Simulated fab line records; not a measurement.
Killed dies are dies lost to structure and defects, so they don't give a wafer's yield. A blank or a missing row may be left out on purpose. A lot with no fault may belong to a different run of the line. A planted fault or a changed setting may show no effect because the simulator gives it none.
Problem report, 8D (eight disciplines) form, completed by code -- flow sfq_line -- the parts of the form that need people (team, actions taken, sign-off) are left out

1. THE ISSUE
At SFQ_TRILAYER_I1_VIA_BARC_OPEN_VIA_ETCH_071, oes_product_au averages 0.752 a.u. over 2 wafers from 2 lots, while fault-free wafers read 0.685 a.u., standard deviation 0.0047. That is +14 standard deviations from the usual mean.
The step: etches BARC in O2, target depth 125 nm, time 41.7 s.
First observed at day 26 05:45: wafer L837.3, on rie_diel-04. Wafers with a number at this step in the record: 17, from 6 lots. Rule for "out", or "out of limits": more than 4 standard deviations from the usual mean. The rest of the wafers with a number are treated as sound.

2. WHAT IT IS; WHAT IT IS NOT
question,is,is not
which readings at this step,"oes_product_au, run_length_s",drypump_motor_current_A
which lots,"L837, L841","L828, L831, L833, L842"
which wafers of those lots,"L837.3, L841.5","L837.2, L837.4, L841.6"
read on which tools,rie_diel-04,"rie_diel-01, rie_diel-03"
when,from day 26 05:45,"up to then (11 sound wafers); but 4 sound wafers of L841, L842 came after"

3. SUSPECTS, AND WHAT RULES EACH OUT
Counting: if a tool at a process step up to the reading ran every lot that is out, it stays a suspect. Sound lots after the first of them don't rule it out here, since some wafers of a struck lot are sound.
- pecvd-03 at SFQ_TRILAYER_I1_DEP_PECVD_045 (deposits SiO2 from SiH4/N2O, time 111.11 s, target thk 500 nm): kept. It ran every lot that is out, first L837 (day 19 10:26).
- film_metro-01 at SFQ_TRILAYER_I1_METRO_MEASURE_047: kept. Ran every lot that is out, first one L837 (day 19 13:50); last sound lot up to then L828 (day 18 13:09).
- rie_diel-04 at SFQ_TRILAYER_I1_VIA_BARC_OPEN_VIA_ETCH_071 (etches BARC in O2, target depth 125 nm, time 41.7 s): kept. Ran every lot that is out, first one L837 (day 26 05:45); last sound lot up to then L833 (day 25 23:45). On those wafers its own readings are out: oes_product_au, run_length_s.
Left after counting: pecvd-03 at SFQ_TRILAYER_I1_DEP_PECVD_045, film_metro-01 at SFQ_TRILAYER_I1_METRO_MEASURE_047, rie_diel-04 at SFQ_TRILAYER_I1_VIA_BARC_OPEN_VIA_ETCH_071.

4. THE CAUSE (what the simulator had put in)
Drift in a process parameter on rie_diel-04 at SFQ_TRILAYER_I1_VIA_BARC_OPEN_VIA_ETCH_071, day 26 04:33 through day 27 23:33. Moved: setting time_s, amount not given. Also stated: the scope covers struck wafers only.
Counting leaves 3 suspects; this tool is one of them.

5. THE EFFECT CHAIN, in route order
Each row: a reading whose mean over the struck wafers that have a number lies more than 3 standard deviations from the usual. Readings are gone through only where the record gives a usual standard deviation; hours: the median, over the lots, of the time from a lot's start at the first step in this table giving one to that lot's start at this step; sigmas: the change measured in usual standard deviations.
hours,step,reading,usual,on struck wafers,change,sigmas
0,SFQ_TRILAYER_I1_VIA_BARC_OPEN_VIA_ETCH_071,oes_product_au,0.685 a.u.,0.752,+0.067,+14
0,SFQ_TRILAYER_I1_VIA_BARC_OPEN_VIA_ETCH_071,run_length_s,70.3 s,66.4,-3.9,-8.9
It contains these process steps:
- SFQ_TRILAYER_I1_VIA_BARC_OPEN_VIA_ETCH_071: etches BARC in O2, target depth 125 nm, time 41.7 s.
Readings that are blank on the struck wafers while sound wafers have them: rf_fwd_power_W at SFQ_TRILAYER_I1_VIA_BARC_OPEN_VIA_ETCH_071.

6. HOW IT WOULD HAVE BEEN CAUGHT EARLIER
In this record the first reading out of limits was taken at day 26 05:45, 1 hour after the fault began at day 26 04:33.
